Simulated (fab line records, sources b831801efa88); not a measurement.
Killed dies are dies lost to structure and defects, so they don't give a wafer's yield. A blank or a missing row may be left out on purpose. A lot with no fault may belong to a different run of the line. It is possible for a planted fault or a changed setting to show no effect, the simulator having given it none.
fab line records | flow gf180mcu
record: lots: 13 wafers: 39 lastDay: 34
route steps=602 shown VT_IMPLANT@98 HV_LDD@184 PSD@255
lots that met no fault: from a run of the same line without faults
startH: hours from the record's first day to the start of the lot's first wafer shown | waitH: time in hours since the lot's previous step | " identical to the entry in the row above | L1.1+2: a single row standing in for several wafers | - no value present, or no start provided | * or withheld: withheld | < > ~ a bound
route shown NAME@n: names a module that has steps shown in the file, with the first one's number in the route | usual: mean and standard deviation over wafers with no fault | same: alike in all rows | chamber/n: place in a boat | sites: the reading at each site | _std_site: how widely they spread, as a standard deviation | _edge_site: outer sites' mean less inner sites' | radiusMm: how far each site lies from the wafer's centre | mask NAME#n: copy n | behind: the last tool/chamber to shape the wafer | hold: cause of the lot's hold/its duration in hours/its outcome | device: the transistor (n, p or np) that didn't switch | end of line: the tests these same wafers got at the end of their route | step lacking rows: just its recipe | killed: not the wafer's yield, but the dies lost to structure and defects at the first sort | map: a wafer's dies, x killed, . not, _ none there
set.NAME: the setting as run; set.NAME@STEP: as run at that earlier step | model.NAME: the simulator's own value behind a step, which no gauge read
one table for each step of the route and one row for each wafer, over a sample of lots
services: when a tool's chamber went out of use (startH, in hours from the record's first day, below 0 if earlier), for how many hours, and the reason
== steps ==
step: GF_VT_IMPLANT_IMPLANT_08
recipe: species: BF2 energyKev: 20 doseCm2: 8.29e+12 tiltDeg: 7
usual: doseIonsCm2: 8.29e+12/9.8e+09 faradayCurrentUA: 46.9/0.91
same: implantIonAmu: 49
columns lot.wafer tool chamber startH waitH doseIonsCm2 faradayCurrentUA
L190.1 implanter-01 0 123.02 0.0 8.292e+12 47.8
L190.4 " 0 " " 8.292e+12 47.2
L190.5 " 0 " " 8.292e+12 47.8
L191.1 implanter-04 0 130.38 0.0 8.285e+12 45.3
L191.2 " 0 " " 8.296e+12 48.0
L191.5 " 0 " " 8.294e+12 47.4
L192.1 implanter-04 0 134.43 0.0 8.28e+12 46.5
L192.2 " 0 " " 8.287e+12 45.9
L192.6 " 0 " " 8.29e+12 48.4
L193.2 implanter-01 0 139.36 0.0 8.295e+12 46.5
L193.3 " 0 " " 8.3e+12 48.2
L193.6 " 0 " " 8.291e+12 47.3
L194.3 implanter-02 0 147.51 0.1 8.29e+12 46.9
L194.5 " 0 " " 8.287e+12 47.4
L194.6 " 0 " " 8.283e+12 48.1
L197.1 implanter-01 0 165.13 0.0 5.899e+12 33.5
L197.3 " 0 " " 5.899e+12 33.3
L197.5 " 0 " " 5.907e+12 34.0
L198.1 implanter-01 0 173.73 0.0 5.911e+12 32.8
L198.4 " 0 " " 5.903e+12 33.4
L198.5 " 0 " " 5.914e+12 33.1
L199.4 implanter-02 0 178.84 0.1 8.281e+12 48.0
L199.5 " 0 " " 8.277e+12 48.4
L199.6 " 0 " " 8.285e+12 46.2
L206.1 implanter-04 0 219.51 0.0 8.285e+12 47.0
L206.3 " 0 " " 8.305e+12 46.0
L206.5 " 0 " " 8.297e+12 46.8
L207.1 implanter-04 0 230.38 0.0 8.289e+12 47.7
L207.2 " 0 " " 8.286e+12 46.3
L207.5 " 0 " " 8.286e+12 46.7
L208.1 implanter-01 0 235.38 0.0 8.286e+12 45.9
L208.3 " 0 " " 8.274e+12 45.4
L208.4 " 0 " " 8.287e+12 47.1
L209.1 implanter-04 0 240.73 0.0 8.297e+12 48.6
L209.4 " 0 " " 8.286e+12 46.4
L209.5 " 0 " " 8.308e+12 47.6
L211.4 implanter-02 0 253.06 0.1 8.271e+12 48.1
L211.5 " 0 " " 8.261e+12 46.9
L211.6 " 0 " " 8.29e+12 46.6
step: GF_VT_IMPLANT_TW_MEAS_10
usual: VT_IMPLANT_TW: 565/6.6
columns lot.wafer tool chamber startH waitH VT_IMPLANT_TW
L190.1 filmMetro-02 - 123.27 0.1 560
L190.4 " - " " 566
L190.5 " - " " 566
L191.1 filmMetro-01 - 130.63 0.1 550
L191.2 " - " " 551
L191.5 " - " " 551
L192.1 filmMetro-02 - 134.68 0.1 564
L192.2 " - " " 565
L192.6 " - " " 563
L193.2 filmMetro-01 - 139.59 0.1 546
L193.3 " - " " 553
L193.6 " - " " 551
L194.3 filmMetro-03 - 147.73 0.1 572
L194.5 " - " " 567
L194.6 " - " " 568
L197.1 filmMetro-03 - 165.38 0.1 511
L197.3 " - " " 509
L197.5 " - " " 510
L198.1 filmMetro-02 - 173.98 0.1 508
L198.4 " - " " 506
L198.5 " - " " 506
L199.4 filmMetro-03 - 179.04 0.1 570
L199.5 " - " " 571
L199.6 " - " " 571
L206.1 filmMetro-03 - 219.76 0.1 562
L206.3 " - " " 564
L206.5 " - " " 564
L207.1 filmMetro-03 - 230.63 0.1 564
L207.2 " - " " 565
L207.5 " - " " 565
L208.1 filmMetro-03 - 235.63 0.1 564
L208.3 " - " " 563
L208.4 " - " " 561
L209.1 filmMetro-01 - 240.98 0.1 552
L209.4 " - " " 556
L209.5 " - " " 548
L211.4 filmMetro-03 - 253.26 0.1 571
L211.5 " - " " 570
L211.6 " - " " 570
step: GF_VT_IMPLANT_STRIP_31
recipe: chemistry: O2/N2 powerW: 1400 pressureMtorr: 1500 platenTempC: 250 o2FlowSccm: 3000 n2FlowSccm: 300 overashFraction: 0.5
usual: drypumpMotorCurrentA: 6.0/0.51 heaterPowerW: 356/44 oesProductAu: 0.716/0.0051 stripTimeToEndpointS: 12.62/0.032
columns lot.wafer tool chamber startH waitH drypumpMotorCurrentA heaterPowerW oesProductAu rfHoursCounterH stripTimeToEndpointS
L190.1 plasmaAsher-01 0 154.38 0.1 5.9 315 0.718 52 12.61
L190.4 " 0 " " 5.9 312 0.712 - 12.60
L190.5 " 1 " " 6.6 324 0.717 - 12.58
L191.1 plasmaAsher-02 1 161.78 0.1 6.6 310 0.719 5 12.61
L191.2 " 0 " " 6.0 410 0.720 5 12.62
L191.5 " 0 " " 6.0 408 0.720 - 12.62
L192.1 plasmaAsher-01 1 165.76 0.1 6.6 331 0.707 53 12.60
L192.2 " 0 " " 5.9 308 0.715 53 12.61
L192.6 " 1 " " 6.6 324 0.714 - 12.64
L193.2 plasmaAsher-02 0 172.47 0.1 6.0 416 0.728 6 12.57
L193.3 " 0 " " 5.9 423 0.713 - 12.55
L193.6 " 0 " " 5.9 414 0.728 - 12.55
L194.3 plasmaAsher-01 0 180.97 0.1 6.0 303 0.720 - 12.57
L194.5 " 0 " " 5.9 311 0.717 - 12.59
L194.6 " 1 " " 6.6 328 0.716 - 12.59
L197.1 plasmaAsher-02 0 198.62 0.1 5.9 407 0.715 8 12.65
L197.3 " 1 " " 6.6 303 0.726 - 12.69
L197.5 " 0 " " 6.0 405 0.713 - 12.65
L198.1 plasmaAsher-02 0 207.58 0.1 5.9 407 0.716 9 12.56
L198.4 " 1 " " 6.6 313 0.715 - 12.60
L198.5 " 1 " " 6.6 307 0.711 - 12.54
L199.4 plasmaAsher-04 0 212.70 0.1 5.9 391 0.715 - 12.61
L199.5 " 0 " " 5.9 392 0.710 - 12.62
L199.6 " 1 " " 5.1 357 0.715 - 12.66
L206.1 plasmaAsher-02 0 255.11 0.1 5.9 415 0.718 14 12.64
L206.3 " 0 " " 5.9 412 0.714 - 12.59
L206.5 " 0 " " 5.9 412 0.715 - 12.61
L207.1 plasmaAsher-04 1 267.71 0.1 5.1 365 0.714 63 12.57
L207.2 " 0 " " 5.9 410 0.723 63 12.61
L207.5 " 0 " " 5.9 400 0.715 - 12.55
L208.1 plasmaAsher-04 0 273.88 0.1 5.9 400 0.722 64 12.62
L208.3 " 0 " " 5.9 414 0.722 - 12.64
L208.4 " 1 " " 5.1 365 0.713 - 12.63
L209.1 plasmaAsher-04 1 279.11 0.1 5.1 372 0.716 65 12.59
L209.4 " 1 " " 5.1 360 0.723 - 12.67
L209.5 " 0 " " 5.9 400 0.719 - 12.65
L211.4 plasmaAsher-02 1 292.05 0.1 6.6 307 0.717 - 12.63
L211.5 " 1 " " 6.6 310 0.717 - 12.66
L211.6 " 0 " " 6.0 413 0.721 - 12.64
step: GF_HV_LDD_OVL_MEAS_08
usual: HV_LDD_OVL: 0.2/1.3
columns lot.wafer tool chamber startH waitH HV_LDD_OVL[nm]
L190.1 overlay-02 - 232.65 0.1 0.9
L190.4 " - " " 1.2
L190.5 " - " " -0.2
L191.1 overlay-02 - 246.11 0.1 1.7
L191.2 " - " " 1.2
L191.5 " - " " 2.5
L192.1 overlay-02 - 249.37 0.1 -0.5
L192.2 " - " " 0.2
L192.6 " - " " 0.3
L193.2 overlay-02 - 255.52 0.1 1.2
L193.3 " - " " 1.2
L193.6 " - " " -0.2
L194.3 overlay-02 - 263.01 0.1 -0.1
L194.5 " - " " 2.3
L194.6 " - " " 1.1
L197.1 overlay-02 - 282.67 0.1 0.0
L197.3 " - " " 0.0
L197.5 " - " " -2.5
L198.1 overlay-01 - 294.21 0.1 0.4
L198.4 " - " " -0.6
L198.5 " - " " 1.3
L199.4 overlay-02 - 298.46 0.1 -0.6
L199.5 " - " " 0.9
L199.6 " - " " 1.0
L206.1 overlay-02 - 347.54 0.1 0.7
L206.3 " - " " -0.3
L206.5 " - " " 0.6
L207.1 overlay-02 - 360.88 0.1 1.9
L207.2 " - " " 2.3
L207.5 " - " " 4.9
L208.1 overlay-02 - 364.37 0.1 -2.4
L208.3 " - " " 0.0
L208.4 " - " " -0.3
L209.1 overlay-02 - 374.56 0.1 0.6
L209.4 " - " " -0.7
L209.5 " - " " 0.4
L211.4 overlay-02 - 385.28 0.1 0.9
L211.5 " - " " -0.4
L211.6 " - " " -0.3
step: GF_PSD_CD_MEAS_07
recipe: targetCdNm: 400
usual: cdNm: 400.9/2.1
columns lot.wafer tool chamber startH waitH cdNm
L190.1 cdSem-01 - 334.63 0.1 395.9
L190.4 " - " " 396.4
L190.5 " - " " 396.9
L191.1 cdSem-02 - 350.39 0.1 401.9
L191.2 " - " " 402.8
L191.5 " - " " 400.5
L192.1 cdSem-01 - 355.60 0.1 399.6
L192.2 " - " " 402.4
L192.6 " - " " 401.2
L193.2 cdSem-01 - 364.76 0.1 402.5
L193.3 " - " " 401.8
L193.6 " - " " 403.4
L194.3 cdSem-02 - 371.52 0.1 400.7
L194.5 " - " " 401.9
L194.6 " - " " 401.5
L197.1 cdSem-01 - 394.03 0.1 403.3
L197.3 " - " " 399.9
L197.5 " - " " 400.6
L198.1 cdSem-01 - 409.56 0.3 402.2
L198.4 " - " " 401.0
L198.5 " - " " 398.9
L199.4 cdSem-01 - 413.79 0.1 401.4
L199.5 " - " " 399.3
L199.6 " - " " 398.6
L206.1 cdSem-02 - 467.83 0.1 400.1
L206.3 " - " " 399.4
L206.5 " - " " 396.4
L207.1 cdSem-01 - 483.99 0.1 400.6
L207.2 " - " " 401.6
L207.5 " - " " 402.3
L208.1 cdSem-02 - 486.77 0.1 402.9
L208.3 " - " " 401.6
L208.4 " - " " 402.4
L209.1 cdSem-02 - 496.84 0.1 400.4
L209.4 " - " " 398.8
L209.5 " - " " 397.8
L211.4 cdSem-02 - 507.55 0.1 399.8
L211.5 " - " " 396.3
L211.6 " - " " 399.6
== services ==
columns tool chamber startH hours kind
plasmaAsher-01 - 102.64 3.9 repair
plasmaAsher-02 - 106.85 0.8 repair
plasmaAsher-02 - 108.75 9.0 pm
plasmaAsher-02 0 108.75 9.0 ventCycle
plasmaAsher-02 1 108.75 9.0 ventCycle
implanter-04 - 109.70 2.7 repair
plasmaAsher-02 0 117.75 - clean
plasmaAsher-02 1 117.75 - clean
implanter-01 - 119.85 1.6 repair
implanter-02 - 124.43 3.9 repair
implanter-01 - 127.17 3.7 repair
implanter-04 - 134.66 7.1 pm
implanter-02 - 153.24 3.9 pm
implanter-01 - 178.60 2.7 repair
plasmaAsher-01 - 196.49 4.6 repair
implanter-04 - 265.92 7.7 pm
plasmaAsher-02 - 274.03 8.0 repair
implanter-02 - 275.51 3.8 repair
plasmaAsher-04 - 282.87 12.2 repair
implanter-01 - 283.61 5.3 repair
implanter-02 - 289.94 2.6 repair
== key ==
firstSign: step: GF_VT_IMPLANT_IMPLANT_08 reading: doseIonsCm2 direction: down sigmas: 99+ usual: 8.29e+12 struck: 5.905e+12
effect: step: GF_VT_IMPLANT_IMPLANT_08 reading: faradayCurrentUA direction: down sigmas: 15 usual: 46.9 struck: 33.4
effect: step: GF_VT_IMPLANT_TW_MEAS_10 reading: VT_IMPLANT_TW direction: down sigmas: 8.5 usual: 565 struck: 508
metAt GF_VT_IMPLANT_IMPLANT_08
struckLots L197,L198
testerLeftOut L197,L198
notActingAt GF_VT_IMPLANT_STRIP_31,GF_HV_LDD_OVL_MEAS_08,GF_PSD_CD_MEAS_07
onsetBetween 139.36 165.13
fault: kind: processParameterDrift tool: implanter-01 chamber: - onsetH: 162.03 steps: GF_VT_IMPLANT_IMPLANT_08 channel: doseCm2 offset: -2.3791e+12 shape: step endH: 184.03 actsIn: theseRecipesOnly stated: 8.29e+12
testerLeftOut: of these lots the tester's yield and bins aren't shown, on N5 and GAA mostly nor the transistor test; their killed dies are dies lost to structure and defects alone, not to doping, threshold or leakage, so they don't give the yield
